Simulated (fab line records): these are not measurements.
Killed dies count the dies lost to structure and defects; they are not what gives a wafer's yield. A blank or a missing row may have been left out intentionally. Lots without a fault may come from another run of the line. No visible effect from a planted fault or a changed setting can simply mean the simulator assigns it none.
One fault seen from 2 desks	flow sky130	every desk sees just its own numbers, and what lay behind them comes last

== FOR THE TOOL OWNER'S DESK: krfScanner-02 ==
The tool's own readings at SKY_VIA2_EXPOSE_09 (exposes mask VIM2, target cd 200 nm): means of the sampled wafers that have a number, for each lot that ran on this tool. A lot is out of limits, marked OUT, if its mean lies more than 4 standard deviations from the usual mean; the brackets give that distance.
Columns: A = exposureDoseMJCm2 at SKY_VIA2_EXPOSE_09, usual 38.06; B = focusOffsetNm at SKY_VIA2_EXPOSE_09, usual 0.0 nm; C = reticleTempC at SKY_VIA2_EXPOSE_09, usual 23.02 C
lot	first seen here	A	B	C
L231	day 36 15:28	38.05	0.6	23.01
L234	day 37 15:08	38.13	0.5	23.02
L235	day 38 07:38	37.99	0.2	23.09
L242	day 40 03:48	38.04	-0.4	23.02
L244	day 40 17:01	38.06	-0.2	22.86
L246	day 41 10:23	38.04	-0.8	23.00
L248	day 41 15:15	38.06	-0.2	23.00
This desk's verdict: no lot among the 7 shows anything out of limits.

== METROLOGY DESK ==
What the gauges read for every lot (on any tool): the sampled wafers with a number, averaged. A lot is out of limits, marked OUT, if its mean lies more than 4 standard deviations from the usual mean; the brackets give that distance.
Columns: A = cdNm at SKY_METAL3_CD_MEAS_13, usual 300.0 nm
lot	first seen here	A
L231	day 39 11:34	297.5
L233	day 40 07:22	299.1
L234	day 40 10:10	298.5
L235	day 41 02:16	299.1
L242	day 42 19:07	299.3
L244	day 43 07:27	301.3
L243	day 43 09:29	304.1
L245	day 43 13:04	301.0
L246	day 43 23:37	300.1
L247	day 44 02:00	299.7
L248	day 44 04:46	299.1
L251	day 45 03:47	301.2
This desk's verdict: no lot among the 12 shows anything out of limits.

== TAKEN TOGETHER ==
The tool owner's desk saw nothing out of limits.
At the metrology desk, nothing out of limits was observed.

== WHAT WAS PUT IN BY THE SIMULATOR ==
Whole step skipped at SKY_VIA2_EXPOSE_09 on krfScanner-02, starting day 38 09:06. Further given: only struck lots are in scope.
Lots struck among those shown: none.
